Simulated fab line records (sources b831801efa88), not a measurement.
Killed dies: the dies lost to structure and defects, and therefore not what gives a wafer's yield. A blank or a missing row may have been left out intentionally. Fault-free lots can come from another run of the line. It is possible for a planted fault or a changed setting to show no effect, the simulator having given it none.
fab line records | flow sky130
[record] lots = 6 | wafers = 16 | last_day = 50
route steps=708 shown FIELD_ISO@13 PAD_OPEN@708
lots that met no fault: from a run of the same line without faults
start_h: hours from the record's opening day to when the first of the lot's shown wafers began | wait_h: hours from the lot's prior step to this one | " same as the row above | L1.1+2: a row that stands for several wafers | - no value present, or no start provided | * or withheld: withheld | < > ~ a bound
route shown NAME@n: NAME is a module with steps in the file, n the number in the route of the first one | usual: mean and standard deviation over wafers with no fault | same: alike in all rows | chamber/n: place in a boat | sites: per-site readings | _std_site: the standard deviation of these | _edge_site: mean of outer sites minus mean of inner sites | radius_mm: for every site, how far away it sits from the centre of the wafer | mask NAME#n: copy n | behind: the most recent tool/chamber to have shaped the wafer | hold: reason for holding the lot/hours on hold/outcome of the hold | device: which transistor (n, p or np) failed to switch | end of line: the route-end tests of the same wafers | a step with no rows: only its recipe | killed: dies lost to structure and defects at the first sort, not the wafer's yield | map: a wafer's dies, marking killed ones x, the rest . and places with no die _
set.NAME: the run value of the setting; set.NAME@STEP: its run value at that earlier step | model.NAME: the simulator's own value behind a step, which no gauge read
a table for each step, a row for each wafer; lots at some steps of the route
services: when a tool's chamber went out of use (start_h, in hours from the record's first day, below 0 if earlier), for how many hours, and the reason
[[steps]]
[step SKY_FIELD_ISO_DEVELOP_12]
[recipe] develop_time_s = 60 | resist = KrF-thick | dev_temp_c = 21
[step SKY_FIELD_ISO_CD_MEAS_13]
[recipe] target_cd_nm = 150
[usual] cd_nm = 149.6/1.6
lot.wafer | tool      | chamber | start_h | wait_h | cd_nm
L785.1    | cd_sem-02 | -       | 65.78   | -      | 150.7
L785.2    | "         | -       | "       | "      | 149.1
L786.2    | cd_sem-02 | -       | 72.59   | -      | 146.7
L786.3    | "         | -       | "       | "      | 145.5
L791.2    | cd_sem-02 | -       | 96.89   | -      | 148.7
L791.4    | "         | -       | "       | "      | 148.0
L791.6    | "         | -       | "       | "      | 148.9
L796.1    | cd_sem-02 | -       | 125.89  | -      | 149.1
L796.5    | "         | -       | "       | "      | 149.4
L796.6    | "         | -       | "       | "      | 149.9
L799.2    | cd_sem-01 | -       | 136.81  | -      | 147.4
L799.5    | "         | -       | "       | "      | 147.2
L799.6    | "         | -       | "       | "      | 147.9
L800.1    | cd_sem-02 | -       | 151.49  | -      | 150.3
L800.2    | "         | -       | "       | "      | 150.6
L800.6    | "         | -       | "       | "      | 150.0
[step SKY_FIELD_ISO_ETCH_14]
[recipe] chemistry = N2/H2 | target = BARC | ion_energy_ev = 200 | source_w = 500 | bias_w = 100 | pressure_mtorr = 30 | n2_flow_sccm = 100 | h2_flow_sccm = 200 | stop_on = SiO2 | time_s = 45.9 | target_depth_a = 600
[usual] bias_w = 100.02/0.29 | drypump_motor_current_A = 5.6/0.44 | oes_product_au = 0.853/0.0048 | throttle_valve_pct = 13.224/0.01
[same] time_s = 45.9
lot.wafer | tool        | chamber | start_h | wait_h | bias_w | drypump_motor_current_A | oes_product_au | rf_hours_counter_h | throttle_valve_pct
L785.1    | rie_diel-03 | 1       | 65.90   | 0.1    | 100.15 | 6.4                     | 0.851          | 137                | 13.219
L785.2    | "           | 0       | "       | "      | 99.99  | 6.4                     | 0.849          | 88                 | 13.229
L786.2    | rie_diel-01 | 1       | 72.69   | 0.1    | 99.83  | 5.2                     | 0.856          | 7                  | 13.224
L786.3    | "           | 2       | "       | "      | 99.86  | 4.7                     | 0.857          | 162                | 13.219
L791.2    | rie_diel-01 | 2       | 96.99   | 0.1    | 100.40 | 4.7                     | 0.852          | 163                | 13.220
L791.4    | "           | 1       | "       | "      | 99.92  | 5.2                     | 0.856          | 7                  | 13.216
L791.6    | "           | 2       | "       | "      | 100.04 | 4.7                     | 0.856          | -                  | 13.220
L796.1    | rie_diel-04 | 3       | 126.01  | 0.1    | 100.10 | 5.6                     | 0.849          | 20                 | 13.224
L796.5    | "           | 3       | "       | "      | 100.18 | 5.6                     | 0.854          | -                  | 13.227
L796.6    | "           | 2       | "       | "      | 99.89  | 5.3                     | 0.848          | -                  | 13.232
L799.2    | rie_diel-04 | 3       | 136.91  | 0.1    | 99.98  | 5.6                     | 0.852          | 21                 | 13.215
L799.5    | "           | 0       | "       | "      | 99.90  | 5.9                     | 0.851          | -                  | 13.219
L799.6    | "           | 1       | "       | "      | 100.24 | 6.0                     | 0.855          | -                  | 13.232
L800.1    | rie_diel-03 | 3       | 151.61  | 0.1    | 100.14 | 5.2                     | 0.854          | 38                 | 13.234
L800.2    | "           | 1       | "       | "      | 99.43  | 6.4                     | 0.860          | 138                | 13.214
L800.6    | "           | 1       | "       | "      | 100.19 | 6.4                     | 0.844          | -                  | 13.227
[step SKY_FIELD_ISO_ETCH_15]
[recipe] chemistry = CHF3/O2 | target_depth_nm = 180 | stop_on = Si | source_w = 600 | bias_w = 200 | pressure_mtorr = 40 | chf3_flow_sccm = 50 | O2_flow_sccm = 5 | time_s = 72
[usual] bias_w = 200.0/0.63 | chf3_flow_sccm = 50.02/0.14 | drypump_motor_current_A = 5.6/0.45 | oes_product_au = 0.946/0.0063 | throttle_valve_pct = 8.843/0.0093
[same] time_s = 72
lot.wafer | tool        | chamber | start_h | wait_h | bias_w | chf3_flow_sccm | drypump_motor_current_A | oes_product_au | rf_hours_counter_h | throttle_valve_pct
L785.1    | rie_diel-03 | 1       | 65.94   | 0.0    | 200.7  | 50.14          | 6.5                     | 0.945          | 137                | 8.836
L785.2    | "           | 0       | "       | "      | 200.1  | 49.89          | 6.4                     | 0.944          | 88                 | 8.837
L786.2    | rie_diel-01 | 1       | 72.74   | 0.0    | 201.0  | 49.91          | 5.2                     | 0.945          | 7                  | 8.840
L786.3    | "           | 2       | "       | "      | 200.3  | 50.03          | 4.7                     | 0.936          | 162                | 8.848
L791.2    | rie_diel-01 | 2       | 97.04   | 0.0    | 199.9  | 50.02          | 4.7                     | 0.948          | 163                | 8.863
L791.4    | "           | 1       | "       | "      | 198.8  | 50.13          | 5.2                     | 0.945          | 7                  | 8.854
L791.6    | "           | 2       | "       | "      | 200.3  | 50.10          | 4.7                     | 0.957          | -                  | 8.827
L796.1    | rie_diel-04 | 3       | 126.05  | 0.0    | 198.9  | 50.09          | 5.6                     | 0.943          | 20                 | 8.841
L796.5    | "           | 3       | "       | "      | 199.7  | 49.98          | 5.6                     | 0.939          | -                  | 8.853
L796.6    | "           | 2       | "       | "      | 200.2  | 50.00          | 5.3                     | 0.953          | -                  | 8.842
L799.2    | rie_diel-04 | 3       | 136.96  | 0.0    | 200.5  | 50.06          | 5.6                     | 0.940          | 21                 | 8.843
L799.5    | "           | 0       | "       | "      | 199.4  | 49.92          | 5.9                     | 0.935          | -                  | 8.824
L799.6    | "           | 1       | "       | "      | 199.8  | 50.00          | 6.0                     | 0.939          | -                  | 8.843
L800.1    | rie_diel-03 | 3       | 151.65  | 0.0    | 199.6  | 50.05          | 5.2                     | 0.946          | 38                 | 8.845
L800.2    | "           | 1       | "       | "      | 198.8  | 50.01          | 6.4                     | 0.951          | 138                | 8.835
L800.6    | "           | 1       | "       | "      | 198.6  | 49.80          | 6.4                     | 0.948          | -                  | 8.838
[step SKY_FIELD_ISO_STRIP_16]
[recipe] chemistry = O2/N2 | power_w = 1400 | pressure_mtorr = 1500 | platen_temp_c = withheld | o2_flow_sccm = 3000 | n2_flow_sccm = 300 | overash_fraction = 0.5
[usual] drypump_motor_current_A = 5.75/0.26 | oes_product_au = 0.378/0.0051 | strip_time_to_endpoint_s = 3.552/0.028
lot.wafer | tool            | chamber | start_h | wait_h | drypump_motor_current_A | oes_product_au | rf_hours_counter_h | strip_time_to_endpoint_s
L785.1    | plasma_asher-02 | 1       | 65.99   | 0.0    | 6.12                    | 0.385          | 25                 | 3.584
L785.2    | "               | 0       | "       | "      | 5.93                    | 0.376          | 25                 | 3.528
L786.2    | plasma_asher-04 | 0       | 72.79   | 0.0    | 5.78                    | 0.383          | 39                 | 3.610
L786.3    | "               | 1       | "       | "      | 5.66                    | 0.382          | -                  | 3.512
L791.2    | plasma_asher-03 | 0       | 97.09   | 0.0    | 5.23                    | 0.379          | 42                 | 3.516
L791.4    | "               | 0       | "       | "      | 5.22                    | 0.376          | -                  | 3.565
L791.6    | "               | 1       | "       | "      | 5.55                    | 0.372          | -                  | 3.499
L796.1    | plasma_asher-04 | 1       | 126.10  | 0.0    | 5.72                    | 0.372          | 45                 | 3.521
L796.5    | "               | 1       | "       | "      | 5.70                    | 0.375          | -                  | 3.517
L796.6    | "               | 0       | "       | "      | 5.78                    | 0.374          | -                  | 3.545
L799.2    | plasma_asher-03 | 0       | 137.01  | 0.0    | 5.25                    | 0.384          | 2                  | 3.548
L799.5    | "               | 0       | "       | "      | 5.22                    | 0.378          | -                  | 3.534
L799.6    | "               | 1       | "       | "      | 5.56                    | 0.366          | -                  | 3.571
L800.1    | plasma_asher-02 | 1       | 151.70  | 0.0    | 6.08                    | 0.379          | 34                 | 3.528
L800.2    | "               | 0       | "       | "      | 5.92                    | 0.372          | 34                 | 3.598
L800.6    | "               | 1       | "       | "      | 6.08                    | 0.381          | -                  | 3.601
[step SKY_FIELD_ISO_ETCH_17]
[recipe] target_depth_a = 3420 | mask_material = Si3N4 | chemistry = HBr/Cl2/O2 | target = Si | taper_deg = 5 | icp_w = 600 | bias_w = 150 | pressure_mtorr = 15 | HBr_flow_sccm = 150 | Cl2_flow_sccm = 40 | O2_flow_sccm = 6 | time_s = 97.7
[usual] bias_w = 150.0/0.42 | drypump_motor_current_A = 6.1/0.42 | oes_product_au = 0.998/0.011 | throttle_valve_pct = 25.657/0.011
[same] time_s = 97.7
lot.wafer | tool      | chamber | start_h | wait_h | bias_w | drypump_motor_current_A | oes_product_au | rf_hours_counter_h | throttle_valve_pct
L785.1    | rie_si-02 | 1       | 66.09   | 0.1    | 149.8  | 6.7                     | 1.004          | 70                 | 25.657
L785.2    | "         | 0       | "       | "      | 150.2  | 6.2                     | 0.995          | 141                | 25.661
L786.2    | rie_si-02 | 0       | 72.89   | 0.1    | 150.2  | 6.3                     | 0.991          | 141                | 25.663
L786.3    | "         | 3       | "       | "      | 149.8  | 5.9                     | 1.008          | 48                 | 25.641
L791.2    | rie_si-02 | 3       | 97.19   | 0.1    | 149.8  | 5.9                     | 1.007          | 48                 | 25.653
L791.4    | "         | 0       | "       | "      | 149.2  | 6.3                     | 0.993          | 142                | 25.673
L791.6    | "         | 1       | "       | "      | 150.4  | 6.7                     | 1.020          | -                  | 25.648
L796.1    | rie_si-02 | 2       | 126.20  | 0.1    | 149.9  | 6.5                     | 0.986          | 78                 | 25.661
L796.5    | "         | 3       | "       | "      | 149.8  | 5.9                     | 1.007          | -                  | 25.662
L796.6    | "         | 2       | "       | "      | 149.4  | 6.5                     | 0.993          | -                  | 25.662
L799.2    | rie_si-01 | 2       | 137.11  | 0.1    | 149.6  | 5.4                     | 0.996          | 18                 | 25.668
L799.5    | "         | 0       | "       | "      | 149.4  | 6.3                     | 1.005          | -                  | 25.647
L799.6    | "         | 1       | "       | "      | 150.2  | 5.7                     | 0.986          | -                  | 25.675
L800.1    | rie_si-02 | 1       | 151.80  | 0.1    | 150.0  | 6.7                     | 1.004          | 71                 | 25.651
L800.2    | "         | 0       | "       | "      | 149.9  | 6.3                     | 0.977          | 0                  | 25.658
L800.6    | "         | 2       | "       | "      | 149.7  | 6.5                     | 1.004          | -                  | 25.666
[step SKY_FIELD_ISO_WET_ETCH_18]
[recipe] chemistry = H3PO4 | target_depth_nm = 25 | temp_c = 160 | target = Si3N4 | time_s = 286
[step SKY_FIELD_ISO_CLEAN_19]
[recipe] chemistry = SC1/SC2 | mix = 1:4:20 | temp_c = 70 | time_s = 150
[step SKY_FIELD_ISO_CLEAN_20]
[recipe] chemistry = dHF | time_s = 20 | dilution = 100:1
[step SKY_FIELD_ISO_WET_ETCH_21]
[recipe] chemistry = dHF | dilution = 100:1 | target_depth_nm = 20 | dry = ipa_marangoni | target = SiO2 | temp_c = 25 | time_s = 400
[step SKY_FIELD_ISO_OXIDATION_22]
[recipe] temp_c = 950 | ambient = O2 | stabilise_s = 600 | purge_s = 300 | target_thk_a = 100 | ox_time_s = 623
[step SKY_FIELD_ISO_THK_MEAS_23]
[recipe] reads = SiO2_of_FIELD_ISO_OXIDATION_22
[usual] FIELD_ISO_OXIDATION_01_THK = 9.83/0.21
lot.wafer | tool          | chamber | start_h | wait_h | FIELD_ISO_OXIDATION_01_THK[nm]
L785.1    | film_metro-02 | -       | 68.96   | 0.0    | 10.10
L785.2    | "             | -       | "       | "      | 9.93
L786.2    | film_metro-03 | -       | 76.66   | 0.0    | 10.04
L786.3    | "             | -       | "       | "      | 10.02
L791.2    | film_metro-03 | -       | 100.26  | 0.0    | 9.91
L791.4    | "             | -       | "       | "      | 9.86
L791.6    | "             | -       | "       | "      | 9.98
L796.1    | film_metro-03 | -       | 133.84  | 0.0    | 9.83
L796.5    | "             | -       | "       | "      | 10.03
L796.6    | "             | -       | "       | "      | 9.85
L799.2    | film_metro-02 | -       | 143.43  | 0.0    | 9.66
L799.5    | "             | -       | "       | "      | 9.48
L799.6    | "             | -       | "       | "      | 9.49
L800.1    | film_metro-03 | -       | 158.98  | 0.0    | 9.91
L800.2    | "             | -       | "       | "      | 9.69
L800.6    | "             | -       | "       | "      | 10.11
[step SKY_FIELD_ISO_CVD_24]
[recipe] material = SiO2 | target_thk_nm = 595 | temp_c = 650 | sigma_open_frac = 0.3 | time_s = 99.2 | sih4_flow_sccm = 60 | pressure_mtorr = 6
[usual] sih4_flow_sccm = 59.98/0.18
lot.wafer | tool      | chamber | start_h | wait_h | sih4_flow_sccm | model.SiO2_of_FIELD_ISO_CVD_24.thk_nm
L785.1    | hdpcvd-02 | 2       | 69.02   | 0.1    | 59.96          | 706.3
L785.2    | "         | 1       | "       | "      | 59.89          | 605.1
L786.2    | hdpcvd-02 | 2       | 76.71   | 0.0    | 60.32          | 600.2
L786.3    | "         | 1       | "       | "      | 60.21          | 700.6
L791.2    | hdpcvd-01 | 2       | 100.31  | 0.0    | 59.74          | 595.1
L791.4    | "         | 1       | "       | "      | 59.90          | 586.4
L791.6    | "         | 0       | "       | "      | 59.87          | 588.1
L796.1    | hdpcvd-02 | 2       | 133.90  | 0.1    | 59.82          | 594.3
L796.5    | "         | 2       | "       | "      | 59.80          | 596.6
L796.6    | "         | 0       | "       | "      | 60.18          | 594
L799.2    | hdpcvd-01 | 0       | 143.48  | 0.0    | 60.19          | 601.2
L799.5    | "         | 2       | "       | "      | 60.06          | 591.7
L799.6    | "         | 1       | "       | "      | 59.50          | 603.3
L800.1    | hdpcvd-02 | 2       | 159.11  | 0.1    | 59.95          | 600.2
L800.2    | "         | 0       | "       | "      | 60.08          | 601.1
L800.6    | "         | 1       | "       | "      | 59.93          | 611.6
[step SKY_FIELD_ISO_THK_MEAS_25]
[recipe] reads = SiO2_of_FIELD_ISO_CVD_24
[usual] FIELD_ISO_CVD_24_THK = 599/5.5
lot.wafer | tool          | chamber | start_h | wait_h | FIELD_ISO_CVD_24_THK[nm]
L785.1    | film_metro-02 | -       | 69.09   | 0.0    | 706
L785.2    | "             | -       | "       | "      | 605
L786.2    | film_metro-04 | -       | 76.79   | 0.0    | 600
L786.3    | "             | -       | "       | "      | 700
L791.2    | film_metro-04 | -       | 100.39  | 0.0    | 595
L791.4    | "             | -       | "       | "      | 586
L791.6    | "             | -       | "       | "      | 588
L796.1    | film_metro-04 | -       | 133.97  | 0.0    | 595
L796.5    | "             | -       | "       | "      | 597
L796.6    | "             | -       | "       | "      | 594
L799.2    | film_metro-02 | -       | 143.57  | 0.0    | 601
L799.5    | "             | -       | "       | "      | 591
L799.6    | "             | -       | "       | "      | 603
L800.1    | film_metro-03 | -       | 159.18  | 0.0    | 600
L800.2    | "             | -       | "       | "      | 601
L800.6    | "             | -       | "       | "      | 611
[step SKY_FIELD_ISO_ANNEAL_26]
[recipe] temp_c = 1000 | time_s = 1800 | ambient = N2
[step SKY_FIELD_ISO_CMP_27]
[recipe] stop_on = Si3N4 | t_overpolish_s = 16 | down_force_psi = 4 | platen_rpm = 60 | target_thk_nm = 457.8 | pad_velocity_m_s = 0.94248
[usual] motor_current_A = 12.7/0.81 | time_to_endpoint_s = 113/4.4
lot.wafer | tool   | chamber | start_h | wait_h | motor_current_A | time_to_endpoint_s
L785.2    | cmp-01 | 2       | 71.11   | 0.1    | 13.6            | 124
L785.1    | "      | 3       | "       | "      | 13.1            | 137
L786.3    | cmp-01 | 1       | 80.22   | 0.0    | 11.7            | 134
L786.2    | "      | 3       | "       | "      | 12.5            | 110
L791.2    | cmp-02 | 3       | 107.45  | 0.0    | 11.8            | 107
L791.4    | "      | 0       | "       | "      | 12.8            | 112
L791.6    | "      | 3       | "       | "      | 11.7            | 104
L796.1    | cmp-01 | 2       | 142.40  | 0.1    | 13.6            | 111
L796.5    | "      | 3       | "       | "      | 12.5            | 112
L796.6    | "      | 0       | "       | "      | 11.9            | 110
L799.2    | cmp-02 | 0       | 150.66  | 0.1    | 13.0            | 117
L799.5    | "      | 3       | "       | "      | 11.6            | 110
L799.6    | "      | 0       | "       | "      | 13.3            | 115
L800.2    | cmp-01 | 2       | 168.50  | 0.1    | 12.9            | 111
L800.1    | "      | 0       | "       | "      | 12.5            | 112
L800.6    | "      | 1       | "       | "      | 12.2            | 118
[step SKY_FIELD_ISO_WET_ETCH_28]
[recipe] chemistry = dHF | target_depth_nm = 23.7 | target = SiO2 | dilution = 10:1 | temp_c = 25 | time_s = 47
[step SKY_PAD_OPEN_PROBE_99]
[usual] killed_at_M0_to_M3 = 44/7.3 | killed_at_M4_up = 3.2/1.8 | killed_at_contacts = 24/5.4 | killed_at_front_end = 16/4.4 | killed_at_other = 0.3/0.48 | killed_dies = 86/9.5 | killed_open = 47/7.7 | killed_short = 39/6.4
[same] gross_dies = 492 | killed_at_back_side = 0
lot.wafer | tool      | chamber | start_h | wait_h | killed_at_M0_to_M3 | killed_at_M4_up | killed_at_contacts | killed_at_front_end | killed_at_other | killed_dies | killed_open | killed_short
L785.1    | prober-01 | -       | 1109.21 | 0.1    | 37                 | 2               | 20                 | 18                  | 0               | 77          | 40          | 37
L785.2    | prober-01 | -       | 1109.26 | 0.1    | 53                 | 2               | 18                 | 23                  | 0               | 96          | 50          | 46
L786.2    | prober-02 | -       | 1119.36 | 0.1    | 43                 | 3               | 24                 | 11                  | 0               | 81          | 39          | 42
L786.3    | prober-02 | -       | 1119.41 | 0.2    | 43                 | 5               | 29                 | 12                  | 0               | 89          | 40          | 49
L791.2    | prober-01 | -       | 1155.77 | 0.1    | 47                 | 1               | 18                 | 17                  | 0               | 83          | 52          | 31
L791.4    | prober-01 | -       | 1155.87 | 0.2    | 33                 | 3               | 21                 | 14                  | 0               | 71          | 44          | 27
L791.6    | prober-01 | -       | 1155.97 | 0.2    | 39                 | 5               | 25                 | 15                  | 0               | 84          | 51          | 33
L796.1    | prober-02 | -       | 1189.79 | 0.1    | 56                 | 3               | 14                 | 11                  | 0               | 84          | 44          | 40
L796.5    | prober-02 | -       | 1189.99 | 0.2    | 34                 | 6               | 27                 | 22                  | 0               | 89          | 49          | 40
L796.6    | prober-02 | -       | 1190.04 | 0.2    | 55                 | 0               | 24                 | 20                  | 2               | 101         | 53          | 48
// killed by level:class
L785.1 CONTACT:geometric_particle:open=11 POLY_GATE:geometric_particle:short=6 VIA1:geometric_particle:open=6 METAL2:geometric_particle:short=6 FIELD_ISO:geometric_particle:short=5 VIA1:geometric_particle:short=5 VIA2:geometric_particle:open=5 METAL1:geometric_particle:short=5
L785.2 VIA2:geometric_particle:open=12 VIA1:geometric_particle:open=10 FIELD_ISO:geometric_particle:open=7 CONTACT:geometric_particle:open=7 METAL2:geometric_particle:short=7 FIELD_ISO:geometric_particle:short=5 VIA1:geometric_particle:short=5 VIA3:geometric_particle:open=5
L786.2 VIA1:geometric_particle:open=9 VIA2:geometric_particle:open=7 METAL1:geometric_particle:short=6 VIA2:geometric_particle:short=6 LI_CONTACT:geometric_particle:open=5 CONTACT:geometric_particle:short=5 CONTACT:geometric_particle:open=5 FIELD_ISO:geometric_particle:short=4
L786.3 CONTACT:geometric_particle:short=10 METAL1:geometric_particle:short=10 CONTACT:geometric_particle:open=8 VIA1:geometric_particle:open=7 POLY_GATE:geometric_particle:open=6 LOCAL_INTERCONNECT:geometric_particle:short=6 METAL2:geometric_particle:short=6 VIA1:geometric_particle:short=5
L791.2 VIA1:geometric_particle:open=15 VIA1:geometric_particle:short=10 CONTACT:geometric_particle:open=9 VIA3:geometric_particle:open=7 VIA2:geometric_particle:open=5 FIELD_ISO:geometric_particle:short=4 FIELD_ISO:geometric_particle:open=4 POLY_GATE:geometric_particle:short=3
L791.4 CONTACT:geometric_particle:open=9 VIA2:geometric_particle:open=7 VIA1:geometric_particle:open=6 FIELD_ISO:geometric_particle:open=5 LI_CONTACT:geometric_particle:open=5 VIA3:geometric_particle:open=5 POLY_CUT:geometric_particle:short=3 METAL3:geometric_particle:short=3
L791.6 CONTACT:geometric_particle:open=9 LI_CONTACT:geometric_particle:open=9 VIA2:geometric_particle:open=7 VIA1:geometric_particle:open=6 FIELD_ISO:geometric_particle:short=5 VIA3:geometric_particle:open=5 METAL1:geometric_particle:short=5 METAL2:geometric_particle:short=4
L796.1 VIA3:geometric_particle:open=16 VIA1:geometric_particle:open=8 VIA1:geometric_particle:short=7 METAL2:geometric_particle:short=7 CONTACT:geometric_particle:open=6 VIA2:geometric_particle:open=5 FIELD_ISO:geometric_particle:open=4 POLY_GATE:geometric_particle:short=4
L796.5 CONTACT:geometric_particle:open=12 VIA1:geometric_particle:open=9 LI_CONTACT:geometric_particle:open=7 FIELD_ISO:geometric_particle:open=6 VIA1:geometric_particle:short=6 FIELD_ISO:geometric_particle:short=5 POLY_GATE:geometric_particle:short=4 LI_CONTACT:geometric_particle:short=4
L796.6 VIA1:geometric_particle:open=18 CONTACT:geometric_particle:open=8 FIELD_ISO:geometric_particle:short=7 METAL1:geometric_particle:short=6 VIA2:geometric_particle:open=6 FIELD_ISO:geometric_particle:open=5 LI_CONTACT:geometric_particle:open=5 LOCAL_INTERCONNECT:geometric_particle:short=5
[[services]]
tool            | chamber | start_h | hours | kind
rie_diel-01     | 2       | 47.76   | 10.7  | repair
rie_si-02       | -       | 51.06   | 14.6  | pm
cmp-02          | -       | 56.12   | 1.5   | repair
rie_diel-01     | 1       | 63.55   | 2.5   | repair
cmp-02          | -       | 64.00   | 4.0   | pm
hdpcvd-01       | -       | 66.75   | 15.0  | pm
cmp-02          | -       | 69.95   | 1.0   | repair
cmp-02          | -       | 82.19   | 0.9   | repair
hdpcvd-02       | -       | 83.94   | 0.8   | repair
cmp-01          | -       | 102.13  | 4.3   | pm
rie_diel-01     | 1       | 104.35  | 13.0  | repair
rie_diel-03     | 1       | 104.82  | 4.7   | repair
rie_diel-03     | 0       | 105.27  | 10.3  | repair
rie_diel-03     | 2       | 106.81  | 4.0   | repair
rie_diel-03     | -       | 108.24  | 27.9  | repair
plasma_asher-03 | -       | 108.75  | 9.0   | pm
hdpcvd-02       | 0       | 120.87  | 5.6   | repair
rie_diel-03     | 1       | 122.67  | 5.1   | repair
cmp-02          | -       | 134.24  | 0.5   | repair
hdpcvd-02       | 2       | 139.24  | 15.2  | repair
rie_diel-03     | -       | 148.83  | 0.5   | repair
hdpcvd-01       | -       | 158.53  | 1.5   | repair
cmp-01          | -       | 159.52  | 1.0   | repair
plasma_asher-04 | -       | 161.13  | 4.4   | repair
[[key]]
[first_sign] step = SKY_FIELD_ISO_THK_MEAS_25 | reading = FIELD_ISO_CVD_24_THK | direction = up | sigmas = 19 | usual = 599 | struck = 703
[effect] step = SKY_FIELD_ISO_CMP_27 | reading = time_to_endpoint_s | direction = up | sigmas = 5 | usual = * | struck = *
[model_effect] step = SKY_FIELD_ISO_CVD_24 | value = SiO2_of_FIELD_ISO_CVD_24.thk_nm | without = 600.2 | struck = 703.4
met_at SKY_FIELD_ISO_CVD_24
struck_wafers L785.1,L786.3
tester_left_out L785,L786
[fault] kind = process_parameter_drift | tool = hdpcvd-02 | chamber = - | onset_h = 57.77 | steps = SKY_FIELD_ISO_CVD_24 | channel = target_thk_nm | offset = 103.25 | shape = step | end_h = 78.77 | scope = struck_wafers_only | acts_in = these_recipes_only | stated = 595
// tester_left_out: of these lots the tester's yield and bins aren't shown, on N5 and GAA mostly nor the transistor test; their killed dies are dies lost to structure and defects alone, not to doping, threshold or leakage, so they don't give the yield
